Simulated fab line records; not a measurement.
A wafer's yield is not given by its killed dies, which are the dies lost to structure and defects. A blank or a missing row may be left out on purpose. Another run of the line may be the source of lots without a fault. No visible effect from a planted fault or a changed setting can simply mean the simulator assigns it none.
Code-filled problem report in 8D (eight disciplines) form / flow gf180mcu / the parts of the form that need people (team, actions taken, sign-off) are left out

== 1. THE PROBLEM ==
Wafers free of any fault read 418.9 ohm/sq (standard deviation 0.89) for HV_LDD_RS at GF_HV_LDD_RS_MEAS_53, against a mean of 423.9 ohm/sq on 6 wafers of 2 lots. Measured from the usual mean, that is +5.6 standard deviations.
The step: measures by four-point-probe.
Earliest sighting: wafer L601.1 on filmMetro-01 at day 16 06:08. At this step, 36 wafers from 12 lots have a number in the record. Rule for "out", or "out of limits": more than 4 standard deviations from the usual mean. The other wafers with a number count as sound.

== 2. WHAT IT IS AND WHAT IT IS NOT ==
question=which readings at this step | is=HV_LDD_RS | is not=-
question=which lots | is=L601, L602 | is not=L589, L593, L594, L597, L603, L606, L607, L608, L609, L610
question=which wafers of those lots | is=all that have a number | is not=-
question=read on which gauges | is=filmMetro-01, filmMetro-03 | is not=filmMetro-02
question=when | is=from day 16 06:08 | is not=up to then (12 sound wafers); but 18 sound wafers of L603, L606, L607, L608, L609, L610 came after

== 3. SUSPECTS, AND WHAT RULES EACH OUT ==
Counting: a tool stays on the suspect list if, at a process step up to the reading, it processed all lots that are out and no sound lot following the first of them.
- the gauge at GF_HV_LDD_RS_MEAS_53 is ruled out. The wafers that are out were read on 2 gauges (filmMetro-01, filmMetro-03).
- rtpAnneal-01 at GF_VT_IMPLANT_RTA_45 (time 30 s): ruled out as a lasting fault. After its first lot that is out, L601 (day 10 19:45), sound lots L608, L610 ran on it.
- implanter-04 at GF_HV_LDD_IMPLANT_33: kept. It processed each lot that is out, first L601 at day 15 07:44, and no sound lot thereafter; up to then, the last sound lot it processed was L594 at day 13 01:43. On those wafers its own readings are out: doseIonsCm2, faradayCurrentUA.
Remaining after the count: implanter-04 at GF_HV_LDD_IMPLANT_33.

== 4. THE CAUSE (what the simulator had put in) ==
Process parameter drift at GF_HV_LDD_IMPLANT_33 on implanter-04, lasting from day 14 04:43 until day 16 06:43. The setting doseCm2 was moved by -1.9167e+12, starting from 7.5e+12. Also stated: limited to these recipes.
The count eliminated every tool but this one.

== 5. SEQUENCE OF EFFECTS, ordered by route ==
Each row: a reading where the mean over the struck wafers with a number is more than 3 standard deviations away from the usual. Only readings whose record carries a usual standard deviation are examined. hours: median over the lots of the time between each lot's start at the first step of this table that gives one and its start at this step. sigmas: the change, counted in usual standard deviations.
hours=0; step=GF_HV_LDD_IMPLANT_33; reading=doseIonsCm2; usual=7.501e+12; on struck wafers=5.588e+12; change=-1.913e+12; sigmas=-99 or more
hours=0; step=GF_HV_LDD_IMPLANT_33; reading=faradayCurrentUA; usual=42.3; on struck wafers=31.4; change=-10.9; sigmas=-13
hours=23; step=GF_HV_LDD_RS_MEAS_53; reading=HV_LDD_RS; usual=418.9 ohm/sq; on struck wafers=423.9; change=+5.0; sigmas=+5.6
The process steps in it:
- GF_HV_LDD_IMPLANT_33

== 6. HOW IT WOULD HAVE BEEN CAUGHT EARLIER ==
The first out-of-limits reading at a measuring or inspecting step in this record came at day 16 06:08, 49 hours after the fault's start at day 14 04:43.
The tool's own readings at GF_HV_LDD_IMPLANT_33 were out on every struck wafer that the step has a row for (doseIonsCm2, faradayCurrentUA): an alarm limit on them would have fired on the first of those.
Lots out: 2; all had begun GF_HV_LDD_IMPLANT_33 on implanter-04 by day 16 06:08. Had the tool been put on hold then, not one of them would have been saved.
